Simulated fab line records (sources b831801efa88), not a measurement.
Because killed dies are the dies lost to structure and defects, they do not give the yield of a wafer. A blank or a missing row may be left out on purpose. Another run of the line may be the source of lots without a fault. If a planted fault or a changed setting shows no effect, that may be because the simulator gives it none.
fab line records	flow sky130
record lots=7	wafers=19	last-day=50
route steps=708 shown LI_CONTACT@371 PAD_OPEN@708
lots untouched by any fault: they come from a run of this same line in which no faults occurred
start-h: the number of hours between the record's first day and the start of the first shown wafer of the lot	wait-h: hours elapsed since this lot's preceding step	" same as the row above	L1.1+2: a row that stands for several wafers	- either no value or no given start	* or withheld: withheld	< > ~ a bound
route shown NAME@n: NAME is a module with steps in the file, n the number in the route of the first one	usual: mean/standard deviation taken from wafers without a fault	same: alike in all rows	chamber/n: place in a boat	sites: the reading at each site	_std_site: their standard deviation	_edge_site: inner sites' mean taken away from outer sites' mean	radius-mm: how far each site lies from the wafer's centre	mask NAME#n: copy n	behind: tool/chamber where the wafer was last shaped	hold: the reason the lot was held/the length of the hold in hours/how it ended	device: whichever transistor did not switch (one of n, p or np)	end of line: at the end of the route, the tests of the same wafers	a step given without rows: its recipe and nothing more	killed: not the wafer's yield, but the dies lost to structure and defects at the first sort	map: dies across one wafer; x = killed, . = not, _ = none there
set.NAME: setting as actually run; set.NAME@STEP: the setting as run at that earlier step	model.NAME: the simulator's own value behind a step, which no gauge read
certain route steps with their lots: each step a table, each wafer a row
services: when a tool's chamber went out of use (start-h, in hours from the record's first day, below 0 if earlier), for how many hours, and the reason
## steps
# step SKY_LI_CONTACT_EXPOSE_09
# recipe mask-id=LICM1	na=0.8	source-shape=annular	sigma-inner=0.55	sigma-outer=0.85	target-cd-nm=170	dose-mj=38
# step SKY_LI_CONTACT_PEB_10
# recipe peb-temp-c=withheld	peb-time-s=withheld	resist=KrF-thick
# step SKY_LI_CONTACT_DEVELOP_11
# recipe develop-time-s=60	resist=KrF-thick	dev-temp-c=21
# step SKY_LI_CONTACT_CD_MEAS_12
# recipe target-cd-nm=170
# usual cd-nm=169.9/1.4
lot.wafer	tool	chamber	start-h	wait-h	cd-nm
L693.2	cd-sem-01	-	674.00	-	169.5
L693.3	"	-	"	"	170.6
L693.6	"	-	"	"	171.0
L695.1	cd-sem-01	-	700.44	-	168.4
L695.5	"	-	"	"	168.8
L695.6	"	-	"	"	169.4
L702.1	cd-sem-02	-	747.47	-	172.0
L702.2	"	-	"	"	170.7
L702.4	"	-	"	"	172.1
L703.1	cd-sem-01	-	767.47	-	169.5
L703.2	"	-	"	"	169.2
L705.1	cd-sem-01	-	774.57	-	169.3
L705.5	"	-	"	"	171.2
L713.2	cd-sem-02	-	823.06	-	170.0
L713.4	"	-	"	"	170.0
L713.6	"	-	"	"	170.4
L716.2	cd-sem-01	-	844.80	-	169.6
L716.4	"	-	"	"	168.2
L716.5	"	-	"	"	169.5
# step SKY_LI_CONTACT_OVL_MEAS_13
# usual LI_CONTACT_OVL=3/5.1
lot.wafer	tool	chamber	start-h	wait-h	LI_CONTACT_OVL[nm]
L693.2	overlay-02	-	674.10	0.1	1
L693.3	"	-	"	"	3
L693.6	"	-	"	"	-5
L695.1	overlay-02	-	700.56	0.1	-2
L695.5	"	-	"	"	-1
L695.6	"	-	"	"	3
L702.1	overlay-02	-	747.59	0.1	3
L702.2	"	-	"	"	7
L702.4	"	-	"	"	8
L703.1	overlay-01	-	767.59	0.1	11
L703.2	"	-	"	"	11
L705.1	overlay-02	-	774.69	0.1	0
L705.5	"	-	"	"	1
L713.2	overlay-01	-	823.17	0.1	14
L713.4	"	-	"	"	13
L713.6	"	-	"	"	15
L716.2	overlay-01	-	844.90	0.1	-3
L716.4	"	-	"	"	-1
L716.5	"	-	"	"	-4
# step SKY_LI_CONTACT_ETCH_14
# recipe chemistry=N2/H2	target=BARC	ion-energy-ev=200	source-w=500	bias-w=100	pressure-mtorr=30	n2-flow-sccm=100	h2-flow-sccm=200	stop-on=SiO2	time-s=45.9	target-depth-a=600
# usual drypump-motor-current-A=5.7/0.45	oes-product-au=0.854/0.0047	throttle-valve-pct=13.226/0.0089
# same time-s=45.9
lot.wafer	tool	chamber	start-h	wait-h	drypump-motor-current-A	oes-product-au	rf-hours-counter-h	throttle-valve-pct
L693.2	rie-diel-01	0	674.13	0.0	4.8	0.855	3	13.224
L693.3	"	1	"	"	5.6	0.859	18	13.214
L693.6	"	2	"	"	6.5	0.865	-	13.235
L695.1	rie-diel-02	1	700.59	0.0	6.2	0.854	52	13.252
L695.5	"	0	"	"	5.5	0.848	-	13.228
L695.6	"	3	"	"	5.9	0.845	-	13.221
L702.1	rie-diel-01	2	747.63	0.0	6.5	0.858	2	13.236
L702.2	"	0	"	"	4.9	0.846	5	13.237
L702.4	"	1	"	"	5.6	0.856	20	13.221
L703.1	rie-diel-02	0	767.63	0.0	5.5	0.853	3	13.212
L703.2	"	1	"	"	6.2	0.855	1	13.245
L705.1	rie-diel-02	0	774.73	0.0	5.5	0.855	4	13.230
L705.5	"	2	"	"	5.3	0.856	-	13.220
L713.2	rie-diel-03	1	823.20	0.0	6.3	0.856	3	13.225
L713.4	"	2	"	"	5.5	0.850	-	13.226
L713.6	"	0	"	"	5.4	0.863	-	13.234
L716.2	rie-diel-01	0	844.93	0.0	4.8	0.852	7	13.224
L716.4	"	2	"	"	6.5	0.848	4	13.242
L716.5	"	2	"	"	6.5	0.850	-	13.220
# step SKY_LI_CONTACT_ETCH_15
# recipe target=PSG	chemistry=C4F8/O2/Ar	stop-on=Si	taper-deg=4.15	mask-material=KrF-thick	source-w=1500	bias-w=1200	pressure-mtorr=40	c4f8-flow-sccm=withheld	O2_flow_sccm=6	Ar_flow_sccm=300	time-s=withheld	target-depth-a=6000
# usual oes-product-au=0.837/0.0046
lot.wafer	tool	chamber	start-h	wait-h	oes-product-au
L693.2	rie-diel-01	0	674.17	0.0	0.841
L693.3	"	1	"	"	0.841
L693.6	"	2	"	"	0.833
L695.1	rie-diel-02	1	700.63	0.0	0.837
L695.5	"	0	"	"	0.837
L695.6	"	3	"	"	0.837
L702.1	rie-diel-01	2	747.67	0.0	0.832
L702.2	"	0	"	"	0.837
L702.4	"	1	"	"	0.843
L703.1	rie-diel-02	0	767.67	0.0	0.834
L703.2	"	1	"	"	0.841
L705.1	rie-diel-02	0	774.77	0.0	0.838
L705.5	"	2	"	"	0.833
L713.2	rie-diel-03	1	823.24	0.0	0.831
L713.4	"	2	"	"	0.828
L713.6	"	0	"	"	0.829
L716.2	rie-diel-01	0	844.97	0.0	0.838
L716.4	"	2	"	"	0.833
L716.5	"	2	"	"	0.834
# step SKY_LI_CONTACT_STRIP_16
# recipe chemistry=O2/N2	power-w=1400	pressure-mtorr=1500	platen-temp-c=withheld	o2-flow-sccm=3000	n2-flow-sccm=300	overash-fraction=0.5
# usual drypump-motor-current-A=5.9/0.44	oes-product-au=0.375/0.0052	strip-time-to-endpoint-s=3.503/0.025
lot.wafer	tool	chamber	start-h	wait-h	drypump-motor-current-A	oes-product-au	rf-hours-counter-h	strip-time-to-endpoint-s
L693.2	plasma-asher-02	1	674.26	-	5.4	0.383	25	3.494
L693.3	"	1	"	"	5.4	0.370	-	3.504
L693.6	"	0	"	"	6.2	0.380	-	3.537
L695.1	plasma-asher-02	0	700.72	-	6.2	0.378	27	3.466
L695.5	"	0	"	"	6.2	0.367	-	3.482
L695.6	"	1	"	"	5.4	0.385	-	3.484
L702.1	plasma-asher-03	0	747.75	-	5.4	0.378	59	3.505
L702.2	"	1	"	"	6.6	0.378	59	3.489
L702.4	"	0	"	"	5.4	0.370	-	3.487
L703.1	plasma-asher-02	0	767.75	-	6.2	0.364	35	3.492
L703.2	"	1	"	"	5.4	0.369	35	3.493
L705.1	plasma-asher-03	1	774.85	-	6.6	0.376	62	3.534
L705.5	"	1	"	"	6.6	0.375	-	3.514
L713.2	plasma-asher-02	1	823.32	-	5.4	0.385	41	3.492
L713.4	"	1	"	"	5.4	0.381	-	3.484
L713.6	"	0	"	"	6.2	0.374	-	3.479
L716.2	plasma-asher-01	0	845.06	-	5.6	0.381	9	3.479
L716.4	"	1	"	"	6.0	0.380	-	3.485
L716.5	"	0	"	"	5.6	0.372	-	3.508
# step SKY_LI_CONTACT_CLEAN_17
# recipe chemistry=NMP	time-s=600	temp-c=60	dry=n2-spin
# step SKY_LI_CONTACT_PRE_CLEAN_18
# recipe gas=Ar	time-s=5.6	bias-v=358
# step SKY_LI_CONTACT_SPUTTER_19
# recipe material=Ti	target-thk-nm=20	chamber-pressure-pa=5	power-w=2500	substrate-temp-c=200	time-s=106.37
# usual throttle-valve-pct=29.9/1.3
# same time-s=106.37
lot.wafer	tool	chamber	start-h	wait-h	throttle-valve-pct
L693.2	pvd-sputter-02	-	674.57	0.0	28.2
L693.3	"	-	"	"	30.0
L693.6	"	-	"	"	30.1
L695.1	pvd-sputter-04	-	701.01	0.0	28.7
L695.5	"	-	"	"	31.6
L695.6	"	-	"	"	28.9
L702.1	pvd-sputter-04	-	748.07	0.0	31.7
L702.2	"	-	"	"	27.7
L702.4	"	-	"	"	31.7
L703.1	pvd-sputter-02	-	768.07	0.0	30.8
L703.2	"	-	"	"	28.2
L705.1	pvd-sputter-04	-	775.15	0.0	31.5
L705.5	"	-	"	"	28.9
L713.2	pvd-sputter-04	-	823.64	0.0	32.1
L713.4	"	-	"	"	29.0
L713.6	"	-	"	"	28.7
L716.2	pvd-sputter-04	-	845.35	0.0	28.7
L716.4	"	-	"	"	31.8
L716.5	"	-	"	"	28.0
# step SKY_LI_CONTACT_SPUTTER_20
# recipe material=TiN	target-thk-nm=20	chamber-pressure-pa=5	power-w=4000	time-s=80
# usual throttle-valve-pct=29.9/1.3
# same time-s=80
lot.wafer	tool	chamber	start-h	wait-h	throttle-valve-pct
L693.2	pvd-sputter-02	-	674.65	0.0	28.3
L693.3	"	-	"	"	30.0
L693.6	"	-	"	"	30.1
L695.1	pvd-sputter-04	-	701.09	0.0	29.0
L695.5	"	-	"	"	31.8
L695.6	"	-	"	"	29.1
L702.1	pvd-sputter-04	-	748.14	0.0	31.5
L702.2	"	-	"	"	28.2
L702.4	"	-	"	"	32.2
L703.1	pvd-sputter-02	-	768.14	0.0	30.5
L703.2	"	-	"	"	28.3
L705.1	pvd-sputter-04	-	775.23	0.0	31.7
L705.5	"	-	"	"	28.8
L713.2	pvd-sputter-04	-	823.71	0.0	31.8
L713.4	"	-	"	"	28.9
L713.6	"	-	"	"	28.6
L716.2	pvd-sputter-04	-	845.43	0.0	28.6
L716.4	"	-	"	"	31.6
L716.5	"	-	"	"	28.2
# step SKY_LI_CONTACT_CVD_21
# recipe material=W	target-thk-nm=400	time-s=120.56	temp-c=400	pressure-torr=40
# usual heater-power-w=865/35	susceptor-temp-C=400.00/0.21
lot.wafer	tool	chamber	start-h	wait-h	heater-power-w	susceptor-temp-C	model.W_of_LI_CONTACT_CVD_21.thk-nm
L693.2	cvd-w-02	0	674.71	0.0	891	399.98	404.2
L693.3	"	1	"	"	845	399.85	406.8
L693.6	"	1	"	"	857	400.17	400.9
L695.1	cvd-w-02	1	701.15	0.0	874	399.65	398.3
L695.5	"	1	"	"	855	399.73	401.2
L695.6	"	0	"	"	893	400.19	398.1
L702.1	cvd-w-02	1	748.20	0.0	860	400.06	392
L702.2	"	0	"	"	885	400.43	410.4
L702.4	"	1	"	"	859	400.02	396.9
L703.1	cvd-w-02	0	768.20	0.0	900	400.21	398.3
L703.2	"	1	"	"	868	399.74	411.3
L705.1	cvd-w-02	1	775.29	0.0	852	400.02	394.9
L705.5	"	0	"	"	909	400.02	404.3
L713.2	cvd-w-01	1	823.77	0.0	903	399.98	401.8
L713.4	"	1	"	"	901	399.98	399.4
L713.6	"	0	"	"	832	399.85	393.9
L716.2	cvd-w-01	1	845.49	0.0	905	399.59	405.2
L716.4	"	0	"	"	830	399.81	403.5
L716.5	"	0	"	"	814	399.77	405
# step SKY_LI_CONTACT_RS_MEAS_22
# recipe thk-meas-gauge=four-point-probe	reads=W_of_LI_CONTACT_CVD_21+TiN_of_LI_CONTACT_SPUTTER_20+Ti_of_LI_CONTACT_SPUTTER_19
# usual LI_CONTACT_W_RS=0.2851/0.0029
lot.wafer	tool	chamber	start-h	wait-h	LI_CONTACT_W_RS[ohm/sq]
L693.2	film-metro-04	-	674.85	0.1	0.2816
L693.3	"	-	"	"	0.2800
L693.6	"	-	"	"	0.2836
L695.1	film-metro-01	-	701.28	0.1	0.2869
L695.5	"	-	"	"	0.2836
L695.6	"	-	"	"	0.2858
L702.1	film-metro-01	-	748.33	0.1	0.2906
L702.2	"	-	"	"	0.2777
L702.4	"	-	"	"	0.2873
L703.1	film-metro-01	-	768.33	0.1	0.2857
L703.2	"	-	"	"	0.2770
L705.1	film-metro-01	-	775.41	0.1	0.2885
L705.5	"	-	"	"	0.2814
L713.2	film-metro-04	-	823.92	0.1	0.2831
L713.4	"	-	"	"	0.2847
L713.6	"	-	"	"	0.2890
L716.2	film-metro-01	-	845.64	0.1	0.2816
L716.4	"	-	"	"	0.2827
L716.5	"	-	"	"	0.2812
# step SKY_PAD_OPEN_PROBE_99
# usual killed_at_M0_to_M3=43/7.3	killed_at_M4_up=3.2/1.8	killed-at-contacts=24/5.8	killed-at-front-end=16/4.5	killed-at-other=0.3/0.53	killed-dies=87/9.9	killed-open=48/6.8	killed-short=39/6.9
# same gross-dies=492	killed-at-back-side=0
lot.wafer	tool	chamber	start-h	wait-h	killed_at_M0_to_M3	killed_at_M4_up	killed-at-contacts	killed-at-front-end	killed-at-other	killed-dies	killed-open	killed-short
L695.1	prober-01	-	1092.89	0.1	38	0	19	21	0	78	45	33
L695.5	prober-01	-	1093.09	0.2	46	5	24	23	1	99	48	51
L695.6	prober-01	-	1093.14	0.2	41	1	24	18	0	84	53	31
L702.1	prober-02	-	1127.20	0.1	53	3	27	13	1	97	46	51
L702.2	prober-02	-	1127.25	0.1	44	6	25	12	1	88	46	42
L702.4	prober-02	-	1127.35	0.2	49	5	38	11	0	103	56	47
# killed by level:class
L695.1 VIA1:geometric-particle:open=11 CONTACT:geometric-particle:open=10 FIELD_ISO:geometric-particle:short=7 LI_CONTACT:geometric-particle:open=5 METAL1:geometric-particle:short=5 VIA1:geometric-particle:short=5 METAL2:geometric-particle:short=5 FIELD_ISO:geometric-particle:open=4
L695.5 VIA2:geometric-particle:open=10 VIA1:geometric-particle:open=9 FIELD_ISO:geometric-particle:short=7 LI_CONTACT:geometric-particle:open=7 VIA1:geometric-particle:short=6 CONTACT:geometric-particle:open=5 VIA3:geometric-particle:short=5 POLY_GATE:geometric-particle:short=4
L695.6 VIA1:geometric-particle:open=12 CONTACT:geometric-particle:open=8 VIA2:geometric-particle:open=6 VIA3:geometric-particle:open=6 FIELD_ISO:geometric-particle:open=5 POLY_GATE:geometric-particle:short=5 POLY_GATE:geometric-particle:open=5 LI_CONTACT:geometric-particle:open=5
L702.1 CONTACT:geometric-particle:open=9 VIA1:geometric-particle:open=9 METAL1:geometric-particle:short=8 METAL2:geometric-particle:short=8 LI_CONTACT:geometric-particle:open=7 CONTACT:geometric-particle:short=6 VIA1:geometric-particle:short=6 VIA3:geometric-particle:open=5
L702.2 CONTACT:geometric-particle:open=10 VIA1:geometric-particle:open=10 VIA1:geometric-particle:short=9 LI_CONTACT:geometric-particle:open=8 METAL4:geometric-particle:short=5 METAL1:geometric-particle:short=5 VIA2:geometric-particle:open=5 METAL2:geometric-particle:short=4
L702.4 CONTACT:geometric-particle:open=13 LI_CONTACT:geometric-particle:open=11 VIA1:geometric-particle:open=9 VIA2:geometric-particle:open=9 CONTACT:geometric-particle:short=6 METAL1:geometric-particle:short=6 VIA3:geometric-particle:open=6 METAL2:geometric-particle:short=5
## services
tool	chamber	start-h	hours	kind
plasma-asher-03	-	652.74	2.7	repair
rie-diel-03	2	658.10	6.6	repair
rie-diel-01	0	664.33	1.2	repair
rie-diel-01	3	668.31	8.0	repair
cvd-w-02	-	676.30	2.8	pm
rie-diel-02	1	684.70	3.7	repair
cvd-w-01	-	689.00	0.3	repair
cvd-w-02	-	692.08	0.7	repair
plasma-asher-03	-	701.12	5.1	repair
pvd-sputter-04	-	711.83	6.9	repair
cvd-w-01	-	736.57	6.9	pm
pvd-sputter-02	-	742.55	5.8	repair
cvd-w-02	0	756.93	6.5	repair
cvd-w-02	-	766.53	0.5	repair
rie-diel-02	1	769.39	6.9	repair
pvd-sputter-02	-	788.64	0.7	repair
plasma-asher-03	-	789.53	5.8	repair
rie-diel-03	1	794.27	3.6	repair
pvd-sputter-02	-	796.09	1.0	repair
rie-diel-02	-	810.19	2.8	pm
cvd-w-02	0	824.55	13.3	repair
cvd-w-01	0	825.11	5.3	repair
cvd-w-01	1	829.04	9.6	repair
plasma-asher-02	-	843.76	0.5	repair
## key
first-sign step=SKY_LI_CONTACT_RS_MEAS_22	reading=LI_CONTACT_W_RS	direction=down	sigmas=2.2	usual=0.2851	struck=0.2787
effect none on later readings
model-effect step=SKY_LI_CONTACT_CVD_21	value=W_of_LI_CONTACT_CVD_21.thk-nm	without=395.9	struck=408.7
met-at SKY_LI_CONTACT_CVD_21
struck-wafers L702.2,L703.2,L705.5
tester-left-out L702,L703,L705
onset-between 701.15 748.20
fault kind=process-parameter-drift	tool=cvd-w-02	chamber=-	onset-h=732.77	steps=SKY_LI_CONTACT_CVD_21	channel=target-thk-nm	offset=12.79	shape=step	end-h=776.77	scope=struck-wafers-only	acts-in=these-recipes-only	stated=400
# tester-left-out: of these lots the tester's yield and bins aren't shown, on N5 and GAA mostly nor the transistor test; their killed dies are dies lost to structure and defects alone, not to doping, threshold or leakage, so they don't give the yield
